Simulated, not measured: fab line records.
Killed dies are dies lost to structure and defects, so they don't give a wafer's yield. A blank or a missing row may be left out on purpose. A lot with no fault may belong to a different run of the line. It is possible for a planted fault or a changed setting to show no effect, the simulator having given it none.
Matching of chambers || flow gf180mcu || GF_M5_ETCH_09 on rie-diel-02: 4 sister chambers
The step etches Si3N4 in CF4/O2, target depth 52 nm, time 11.6 s. 4 wafers are shown with their chamber, then 9 later ones without.

## WAFERS WITH THEIR CHAMBER
{"wafer": "L078.5", "chamber": 3, "drypump-motor-current-A (A)": 5.2}
{"wafer": "L088.5", "chamber": 2, "drypump-motor-current-A (A)": 4.8}
{"wafer": "L089.5", "chamber": 1, "drypump-motor-current-A (A)": 5.7}
{"wafer": "L089.6", "chamber": 0, "drypump-motor-current-A (A)": 6.0}

## WAFERS WITHOUT THEIR CHAMBER
{"wafer": "L093.1", "drypump-motor-current-A (A)": 5.7}
{"wafer": "L093.4", "drypump-motor-current-A (A)": 4.8}
{"wafer": "L093.5", "drypump-motor-current-A (A)": 6.0}
{"wafer": "L094.1", "drypump-motor-current-A (A)": 5.7}
{"wafer": "L094.4", "drypump-motor-current-A (A)": 5.3}
{"wafer": "L094.6", "drypump-motor-current-A (A)": 5.3}
{"wafer": "L097.2", "drypump-motor-current-A (A)": 5.9}
{"wafer": "L097.3", "drypump-motor-current-A (A)": 4.9}
{"wafer": "L097.6", "drypump-motor-current-A (A)": 4.9}

## WHICH CHAMBER EACH WENT THROUGH
{"wafer": "L093.1", "from the rows above": 1, "in truth": 1}
{"wafer": "L093.4", "from the rows above": 2, "in truth": 2}
{"wafer": "L093.5", "from the rows above": 0, "in truth": 0}
{"wafer": "L094.1", "from the rows above": 1, "in truth": 1}
{"wafer": "L094.4", "from the rows above": 3, "in truth": 3}
{"wafer": "L094.6", "from the rows above": 3, "in truth": 3}
{"wafer": "L097.2", "from the rows above": "can't be placed: 0 or 1", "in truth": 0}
{"wafer": "L097.3", "from the rows above": 2, "in truth": 2}
{"wafer": "L097.6", "from the rows above": 2, "in truth": 2}
Correctly placed: 8 of 9. Can't be placed from these rows: 1 (the true chamber is among the candidates in 1). Wrongly placed: 0.
How it was worked out, from the rows above alone: a wafer's distance from a chamber is the root of the sum, over the readings, of the square of ((its reading less the chamber's mean) divided by the reading's scatter). If the next closest chamber is less than 2 further off than the closest, the wafer can't be placed; otherwise it belongs to the closest. The mean given for a chamber averages the wafers shown for that chamber. The scatter: root of mean squared gap, hidden wafer to nearest shown wafer, with one shown wafer a chamber.
